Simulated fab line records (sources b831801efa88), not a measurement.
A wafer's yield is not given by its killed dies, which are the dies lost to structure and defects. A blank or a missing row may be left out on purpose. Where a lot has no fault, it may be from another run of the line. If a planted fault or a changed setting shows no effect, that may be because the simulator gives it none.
Which tool was responsible? ; flow sky130 ; 12 lots, 36 wafers sampled, at 4 steps of a route of 708

== WHAT EACH GAUGE READ, for each wafer ==
SKY_VT_ADJUST_PCH_TW_MEAS_10. Usual: VT_ADJUST_PCH_TW 142.8, standard deviation 0.88.
lot;measured;on;VT_ADJUST_PCH_TW;flag
L384;day 10 09:51;film-metro-04;143.0 143.9 143.2;
L385;day 10 12:08;film-metro-03;141.6 141.3 141.6;
L386;day 10 22:32;film-metro-03;141.2 141.1 140.8;
L389;day 12 23:37;film-metro-04;129.1 127.8 127.9;OFF
L392;day 13 04:04;film-metro-02;127.9 128.0 128.6;OFF
L398;day 15 08:00;film-metro-04;143.3 144.0 143.0;
L399;day 15 23:43;film-metro-03;141.7 141.7 142.2;
L402;day 16 15:10;film-metro-02;142.3 143.0 142.8;
L400;day 16 15:21;film-metro-03;141.7 142.5 141.2;
L401;day 16 16:25;film-metro-03;141.6 142.2 142.6;
L403;day 17 06:13;film-metro-02;143.9 143.6 143.5;
L405;day 17 19:01;film-metro-04;142.3 143.1 142.0;

SKY_LOCAL_INTERCONNECT_CD_MEAS_11: the cd target is 170 nm. Usual: cd-nm at 170.7 nm, with a standard deviation of 1.3.
lot;measured;on;cd-nm (nm);flag
L384;day 30 01:58;cd-sem-02;169.6 168.8 170.2;
L385;day 30 12:25;cd-sem-02;168.9 169.8 167.1;
L386;day 30 19:19;cd-sem-02;170.0 171.7 172.3;
L389;day 33 04:27;cd-sem-02;170.1 171.5 169.2;
L392;day 33 09:53;cd-sem-01;169.6 170.4 169.8;
L398;day 35 08:10;cd-sem-01;170.1 168.9 170.8;
L399;day 36 07:25;cd-sem-01;171.2 170.6 170.9;
L402;day 36 19:12;cd-sem-01;167.9 167.9 168.2;
L400;day 36 19:49;cd-sem-02;172.0 170.2 171.6;
L401;day 36 19:22;cd-sem-01;172.2 171.1 172.0;
L403;day 37 06:35;cd-sem-01;171.4 172.3 171.2;
L405;day 37 20:02;cd-sem-01;171.6 171.2 169.9;

== TOOL THAT RAN EACH LOT (tool first, then ch and the chambers of the sampled wafers, then the start) ==
lot;SKY_VT_ADJUST_PCH_IMPLANT_08;SKY_LI_CONTACT_CMP_02
L384;implanter-04 ch 0, day 10 09:37;cmp-01 ch 0,1,3, day 27 17:30
L385;implanter-03 ch 0, day 10 11:55;cmp-02 ch 0,1,2, day 28 01:59
L386;implanter-04 ch 0, day 10 22:17;cmp-01 ch 1,2,3, day 28 10:44
L389;implanter-03 ch 0, day 12 23:22;cmp-01 ch 0,1,2, day 30 20:50
L392;implanter-03 ch 0, day 13 03:49;cmp-02 ch 0,1, day 31 01:35
L398;implanter-01 ch 0, day 15 07:45;cmp-01 ch 1,2,3, day 33 02:02
L399;implanter-03 ch 0, day 15 23:29;cmp-02 ch 0,1,3, day 34 02:11
L402;implanter-01 ch 0, day 16 14:57;cmp-01 ch 0,1,2, day 34 13:09
L400;implanter-04 ch 0, day 16 15:02;cmp-01 ch 2,3, day 34 14:05
L401;implanter-04 ch 0, day 16 16:10;cmp-01 ch 1,2, day 34 13:26
L403;implanter-03 ch 0, day 17 05:59;cmp-01 ch 0,1,3, day 35 00:26
L405;implanter-03 ch 0, day 17 18:48;cmp-02 ch 0,1,2, day 35 14:08
- SKY_VT_ADJUST_PCH_IMPLANT_08
- SKY_LI_CONTACT_CMP_02: polishes PSG.

== WHAT THE TOOLS THEMSELVES READ (means of the sampled wafers that have a number; where no wafer has one, the mark that the record gives instead) ==
SKY_VT_ADJUST_PCH_IMPLANT_08. Usual: beam-energy-keV 9.999, standard deviation 0.0031; dose-ions-cm2 5e+11, standard deviation 5.8e+08; faraday-current-uA 2.82, standard deviation 0.058.
lot;tool;beam-energy-keV;dose-ions-cm2;faraday-current-uA;flag
L384;implanter-04;10.000;5e+11;2.81;
L385;implanter-03;9.998;5e+11;2.89;
L386;implanter-04;10.001;5e+11;2.81;
L389;implanter-03;10.000;3e+11;1.83;OFF
L392;implanter-03;10.004;3e+11;1.86;OFF
L398;implanter-01;9.996;5e+11;2.84;
L399;implanter-03;9.998;5e+11;2.79;
L402;implanter-01;10.001;5e+11;2.85;
L400;implanter-04;10.000;5e+11;2.87;
L401;implanter-04;9.997;5e+11;2.84;
L403;implanter-03;9.998;5e+11;2.85;
L405;implanter-03;9.997;5e+11;2.81;

SKY_LI_CONTACT_CMP_02. Usual: motor-current-A 11.8 A, standard deviation 1; time-to-endpoint-s 33.2 s, standard deviation 2.5.
lot;tool;motor-current-A (A);time-to-endpoint-s (s);flag
L384;cmp-01;11.8;36.0;
L385;cmp-02;11.8;30.5;
L386;cmp-01;11.8;33.8;
L389;cmp-01;12.3;33.9;
L392;cmp-02;11.2;34.9;
L398;cmp-01;11.9;31.1;
L399;cmp-02;11.3;32.8;
L402;cmp-01;12.4;33.7;
L400;cmp-01;13.0;31.2;
L401;cmp-01;12.0;33.9;
L403;cmp-01;11.5;29.7;
L405;cmp-02;11.4;31.6;

== THE ANSWER, worked out from the rows above alone ==
Rule: take the mean of a lot's wafers that have a number; if it is more than 3 standard deviations from the usual mean, the lot is off. A lot without any number at a reading at which 4 lots or more have one is off too. Any other lot the step has rows for is counted as sound. First the gauges in route order, then the tools' own readings, where a lot's mean is used as printed above. At the first step where some lot is off, the reading lying furthest off is the one used; lots without a number count as furthest.
Off: L389, L392, at SKY_VT_ADJUST_PCH_TW_MEAS_10 (VT_ADJUST_PCH_TW).
A tool fits if, at a process step before that reading, it ran every lot that is off, and no sound lot after the first of them. The gauges at SKY_VT_ADJUST_PCH_TW_MEAS_10 aren't tried: what is off there is off at SKY_VT_ADJUST_PCH_IMPLANT_08 too, on other tools, and a gauge's error can't cause that. Of those tried, none fits.

== WHAT THE SIMULATOR HAD PUT IN ==
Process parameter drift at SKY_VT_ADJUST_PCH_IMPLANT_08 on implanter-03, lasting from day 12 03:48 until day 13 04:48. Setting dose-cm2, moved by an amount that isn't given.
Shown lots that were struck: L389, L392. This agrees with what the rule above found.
